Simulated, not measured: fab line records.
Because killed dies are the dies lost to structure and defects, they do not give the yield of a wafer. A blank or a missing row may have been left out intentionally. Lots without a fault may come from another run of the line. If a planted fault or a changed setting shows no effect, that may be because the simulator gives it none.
Which tool was responsible? | flow gf180mcu | 72 wafers from 24 lots sampled at 6 of the route's 602 steps

== WHAT THE GAUGES SHOWED, per wafer ==
GF_V1_OVL_MEAS_15. Usual: V1_OVL gives 1 nm (standard deviation 5.2).
lot  | measured     | on         | V1_OVL (nm) | flag
L074 | day 18 07:35 | overlay-02 | 3 4 2       | 
L075 | day 18 11:23 | overlay-02 | 13 8 5      | 
L076 | day 19 04:07 | overlay-02 | 12 4 14     | 
L077 | day 19 08:18 | overlay-02 | 9 0 6       | 
L078 | day 19 19:13 | overlay-02 | 1 -8 2      | 
L079 | day 20 06:45 | overlay-02 | 6 0 4       | 
L080 | day 20 14:19 | overlay-02 | -5 -9 -10   | 
L081 | day 21 01:20 | overlay-02 | 3 5 -1      | 
L082 | day 21 10:51 | overlay-01 | 0 -5 1      | 
L083 | day 21 16:01 | overlay-02 | -4 -5 -4    | 
L084 | day 22 05:52 | overlay-01 | 1 -10 -8    | 
L085 | day 22 10:02 | overlay-01 | 6 4 5       | 
L086 | day 22 19:50 | overlay-02 | 0 -1 5      | 
L087 | day 23 02:26 | overlay-01 | -7 0 -6     | 
L088 | day 23 09:38 | overlay-01 | 0 1 3       | 
L089 | day 23 19:53 | overlay-02 | 6 4 0       | 
L090 | day 24 01:21 | overlay-02 | 9 12 2      | 
L091 | day 24 08:05 | overlay-01 | -4 -10 -3   | 
L092 | day 24 18:34 | overlay-02 | -4 1 -1     | 
L093 | day 25 00:23 | overlay-01 | -1 -1 2     | 
L094 | day 25 08:35 | overlay-02 | 7 4 -1      | 
L095 | day 25 15:08 | overlay-02 | 2 7 5       | 
L096 | day 26 00:38 | overlay-01 | -1 1 -2     | 
L097 | day 26 04:20 | overlay-01 | 0 1 -3      | 

GF_M2_OVL_MEAS_15. Usual: M2_OVL gives 7 nm (standard deviation 5.1).
lot  | measured     | on         | M2_OVL (nm) | flag
L074 | day 19 09:28 | overlay-02 | 5 7 0       | 
L075 | day 19 13:44 | overlay-02 | 8 9 11      | 
L076 | day 20 06:38 | overlay-01 | 13 14 7     | 
L077 | day 20 10:32 | overlay-01 | 9 8 4       | 
L078 | day 20 21:23 | overlay-02 | 7 6 3       | 
L079 | day 21 09:11 | overlay-02 | 5 5 14      | 
L080 | day 21 16:43 | overlay-02 | -4 -5 -3    | 
L081 | day 22 03:10 | overlay-01 | 6 2 6       | 
L082 | day 22 11:13 | overlay-02 | 0 5 4       | 
L083 | day 22 17:35 | overlay-01 | 17 20 6     | 
L084 | day 23 06:34 | overlay-02 | 8 2 5       | 
L085 | day 23 10:53 | overlay-02 | 8 4 -2      | 
L086 | day 23 21:28 | overlay-01 | 1 2 -2      | 
L087 | day 24 02:59 | overlay-02 | 8 12 12     | 
L088 | day 24 10:17 | overlay-01 | 4 3 4       | 
L089 | day 24 20:17 | overlay-02 | 9 1 7       | 
L090 | day 25 01:05 | overlay-02 | 8 7 12      | 
L091 | day 25 07:56 | overlay-01 | 10 18 8     | 
L092 | day 25 17:52 | overlay-02 | 7 -1 8      | 
L093 | day 25 23:42 | overlay-02 | 2 7 4       | 
L094 | day 26 06:48 | overlay-01 | 6 4 7       | 
L095 | day 26 14:01 | overlay-02 | 9 13 11     | 
L096 | day 26 23:28 | overlay-02 | 6 8 9       | 
L097 | day 27 02:46 | overlay-01 | 7 11 12     | 

GF_M4_OVL_MEAS_15. Usual: M4_OVL gives -2 nm (standard deviation 5.7).
lot  | measured     | on         | M4_OVL (nm) | flag
L074 | day 23 14:31 | overlay-02 | -4 -6 0     | 
L075 | day 23 18:25 | overlay-01 | -8 -1 -6    | 
L076 | day 24 10:44 | overlay-01 | 7 12 13     | 
L077 | day 24 13:54 | overlay-02 | -13 -10 -9  | 
L078 | day 24 22:07 | overlay-01 | -7 -1 -8    | 
L079 | day 25 10:28 | overlay-02 | -5 -6 5     | 
L080 | day 25 17:11 | overlay-02 | 2 10 4      | 
L081 | day 26 03:22 | overlay-01 | -4 -4 -7    | 
L082 | day 26 09:41 | overlay-02 | 2 1 -5      | 
L083 | day 26 14:57 | overlay-01 | -3 6 -1     | 
L084 | day 27 01:45 | overlay-02 | 0 -5 6      | 
L085 | day 27 06:11 | overlay-01 | 7 1 1       | 
L086 | day 27 16:12 | overlay-02 | 3 -9 -7     | 
L087 | day 27 22:05 | overlay-01 | 1 -3 1      | 
L088 | day 28 04:49 | overlay-02 | 8 -2 0      | 
L089 | day 28 14:35 | overlay-02 | -5 1 6      | 
L090 | day 28 17:34 | overlay-01 | 1 -2 4      | 
L091 | day 29 00:25 | overlay-01 | 3 1 2       | 
L092 | day 29 09:19 | overlay-01 | -13 -12 -3  | 
L093 | day 29 14:13 | overlay-02 | -12 -2 1    | 
L094 | day 29 21:26 | overlay-02 | -2 -7 -2    | 
L095 | day 30 03:44 | overlay-02 | -2 -5 -3    | 
L096 | day 30 12:01 | overlay-01 | -6 1 1      | 
L097 | day 30 15:51 | overlay-01 | -9 -8 -8    | 

GF_V4_CD_MEAS_14: the cd target is 260 nm. Usual: cdNm at 259.4 nm, with a standard deviation of 1.3.
lot  | measured     | on       | cdNm (nm)         | flag
L074 | day 24 14:10 | cdSem-01 | 258.8 258.7 258.8 | 
L075 | day 24 17:53 | cdSem-01 | 260.1 260.4 260.5 | 
L076 | day 25 09:41 | cdSem-02 | 259.4 260.2 259.3 | 
L077 | day 25 12:46 | cdSem-01 | 259.1 260.0 260.9 | 
L078 | day 25 21:02 | cdSem-02 | 261.2 260.8 261.6 | 
L079 | day 26 08:41 | cdSem-01 | 259.5 259.7 258.9 | 
L080 | day 26 15:11 | cdSem-01 | 259.6 258.9 260.6 | 
L081 | day 27 00:42 | cdSem-01 | 261.0 261.8 261.5 | 
L082 | day 27 07:31 | cdSem-01 | 261.4 260.5 261.4 | 
L083 | day 27 12:25 | cdSem-01 | 260.2 261.3 260.4 | 
L084 | day 27 23:02 | cdSem-01 | 259.9 258.4 257.9 | 
L085 | day 28 03:42 | cdSem-02 | 258.6 258.1 258.7 | 
L086 | day 28 13:19 | cdSem-02 | 257.2 258.6 257.3 | 
L087 | day 28 19:20 | cdSem-01 | 260.2 261.9 261.5 | 
L088 | day 29 02:02 | cdSem-01 | 258.8 259.6 257.8 | 
L089 | day 29 11:31 | cdSem-02 | 259.2 259.2 259.3 | 
L090 | day 29 14:36 | cdSem-02 | 259.8 257.6 258.3 | 
L091 | day 29 21:35 | cdSem-01 | 258.3 259.7 258.9 | 
L092 | day 30 05:30 | cdSem-02 | 260.7 258.8 259.7 | 
L093 | day 30 11:01 | cdSem-02 | 257.7 258.3 257.4 | 
L094 | day 30 18:07 | cdSem-01 | 258.9 259.4 258.1 | 
L095 | day 30 22:55 | cdSem-01 | 260.2 260.5 260.9 | 
L096 | day 31 07:56 | cdSem-01 | 257.5 258.9 257.8 | 
L097 | day 31 10:52 | cdSem-01 | 257.8 256.8 257.6 | 

== WHAT TOOL EACH LOT RAN ON (gives the tool, then ch and the chambers of the sampled wafers, and finally the start) ==
lot  | GF_V1_SPUTTER_21            | GF_M4_SPUTTER_00
L074 | pvdSputter-03, day 18 08:16 | pvdSputter-03, day 22 15:20
L075 | pvdSputter-01, day 18 12:05 | pvdSputter-03, day 22 19:30
L076 | pvdSputter-01, day 19 04:47 | pvdSputter-02, day 23 12:25
L077 | pvdSputter-01, day 19 09:00 | pvdSputter-03, day 23 15:34
L078 | pvdSputter-02, day 19 19:57 | pvdSputter-02, day 24 00:32
L079 | pvdSputter-01, day 20 07:29 | pvdSputter-02, day 24 12:16
L080 | pvdSputter-02, day 20 15:05 | pvdSputter-03, day 24 19:39
L081 | pvdSputter-03, day 21 02:01 | pvdSputter-04, day 25 06:16
L082 | pvdSputter-03, day 21 11:35 | pvdSputter-03, day 25 11:33
L083 | pvdSputter-03, day 21 16:50 | pvdSputter-02, day 25 18:04
L084 | pvdSputter-01, day 22 06:40 | pvdSputter-04, day 26 05:11
L085 | pvdSputter-03, day 22 10:49 | pvdSputter-02, day 26 09:50
L086 | pvdSputter-02, day 22 20:53 | pvdSputter-02, day 26 19:25
L087 | pvdSputter-01, day 23 03:15 | pvdSputter-03, day 27 01:34
L088 | pvdSputter-02, day 23 10:20 | pvdSputter-04, day 27 07:56
L089 | pvdSputter-01, day 23 20:34 | pvdSputter-04, day 27 18:10
L090 | pvdSputter-02, day 24 02:04 | pvdSputter-02, day 27 21:47
L091 | pvdSputter-03, day 24 09:08 | pvdSputter-03, day 28 04:19
L092 | pvdSputter-02, day 24 19:19 | pvdSputter-04, day 28 13:49
L093 | pvdSputter-03, day 25 01:09 | pvdSputter-02, day 28 18:10
L094 | pvdSputter-01, day 25 09:19 | pvdSputter-03, day 29 01:38
L095 | pvdSputter-01, day 25 15:52 | pvdSputter-03, day 29 08:05
L096 | pvdSputter-03, day 26 01:20 | pvdSputter-02, day 29 16:44
L097 | pvdSputter-01, day 26 05:01 | pvdSputter-02, day 29 20:59
- GF_V1_SPUTTER_21: material Ti, target thk 15 nm, time 80.02 s.
- GF_M4_SPUTTER_00: material Ti, target thk 37.5 nm, time 150 s.

== WHAT THE TOOLS THEMSELVES READ (means of the sampled wafers that have a number; where no wafer has one, the mark that the record gives instead) ==
GF_V1_SPUTTER_21. Usual: substrateTempC 199.99 C, standard deviation 0.16; throttleValvePct 29.9 %, standard deviation 1.1.
lot  | tool          | substrateTempC (C) | throttleValvePct (%) | flag
L074 | pvdSputter-03 | 200.01             | 30.7                 | 
L075 | pvdSputter-01 | 199.96             | 29.0                 | 
L076 | pvdSputter-01 | 200.09             | 29.7                 | 
L077 | pvdSputter-01 | 199.89             | 29.3                 | 
L078 | pvdSputter-02 | 199.89             | 30.2                 | 
L079 | pvdSputter-01 | 200.04             | 29.4                 | 
L080 | pvdSputter-02 | 199.88             | 30.5                 | 
L081 | pvdSputter-03 | 199.95             | 31.9                 | 
L082 | pvdSputter-03 | 199.81             | 30.0                 | 
L083 | pvdSputter-03 | 199.99             | 30.7                 | 
L084 | pvdSputter-01 | 199.99             | 29.4                 | 
L085 | pvdSputter-03 | 199.99             | 30.6                 | 
L086 | pvdSputter-02 | 199.90             | 30.4                 | 
L087 | pvdSputter-01 | 200.09             | 29.2                 | 
L088 | pvdSputter-02 | 199.94             | 30.6                 | 
L089 | pvdSputter-01 | 199.88             | 29.7                 | 
L090 | pvdSputter-02 | 199.99             | 30.3                 | 
L091 | pvdSputter-03 | 200.11             | 29.4                 | 
L092 | pvdSputter-02 | 199.99             | 30.1                 | 
L093 | pvdSputter-03 | 200.16             | 29.7                 | 
L094 | pvdSputter-01 | 200.11             | 29.1                 | 
L095 | pvdSputter-01 | 199.78             | 29.4                 | 
L096 | pvdSputter-03 | 199.82             | 30.1                 | 
L097 | pvdSputter-01 | 200.08             | 29.9                 | 

GF_M4_SPUTTER_00. Usual: substrateTempC 199.99 C, standard deviation 0.17; throttleValvePct 30.1 %, standard deviation 1.2.
lot  | tool          | substrateTempC (C) | throttleValvePct (%) | flag
L074 | pvdSputter-03 | 200.06             | 28.9                 | 
L075 | pvdSputter-03 | 200.07             | 30.6                 | 
L076 | pvdSputter-02 | 199.91             | 30.8                 | 
L077 | pvdSputter-03 | 199.88             | 30.6                 | 
L078 | pvdSputter-02 | 199.87             | 30.8                 | 
L079 | pvdSputter-02 | 200.08             | 30.6                 | 
L080 | pvdSputter-03 | 199.96             | 30.7                 | 
L081 | pvdSputter-04 | 200.06             | 30.7                 | 
L082 | pvdSputter-03 | 199.97             | 31.9                 | 
L083 | pvdSputter-02 | 200.15             | 30.0                 | 
L084 | pvdSputter-04 | 200.08             | 29.6                 | 
L085 | pvdSputter-02 | 199.88             | 31.0                 | 
L086 | pvdSputter-02 | 199.93             | 30.5                 | 
L087 | pvdSputter-03 | 200.11             | 30.6                 | 
L088 | pvdSputter-04 | 200.01             | 29.0                 | 
L089 | pvdSputter-04 | 200.17             | 29.2                 | 
L090 | pvdSputter-02 | 199.92             | 30.4                 | 
L091 | pvdSputter-03 | 199.91             | 30.1                 | 
L092 | pvdSputter-04 | 199.87             | 28.5                 | 
L093 | pvdSputter-02 | 199.96             | 30.1                 | 
L094 | pvdSputter-03 | 199.85             | 30.1                 | 
L095 | pvdSputter-03 | 200.11             | 30.1                 | 
L096 | pvdSputter-02 | 199.85             | 30.5                 | 
L097 | pvdSputter-02 | 199.86             | 30.8                 | 

== THE ANSWER, worked out from the rows above alone ==
Rule: take the mean of a lot's wafers that have a number; if it is more than 3 standard deviations from the usual mean, the lot is off. A lot without any number at a reading at which 4 lots or more have one is off too. Any other lot the step has rows for is counted as sound. Order of review: gauges by route order, followed by the tools' own readings, for which a lot's mean as printed above is used. The first step at which some lot is off is used, and at that step the reading that is off furthest; a lot without a number counts as furthest.
Across all readings shown, no lot is off: no conclusion can be drawn from this.

== WHAT THE SIMULATOR PUT IN ==
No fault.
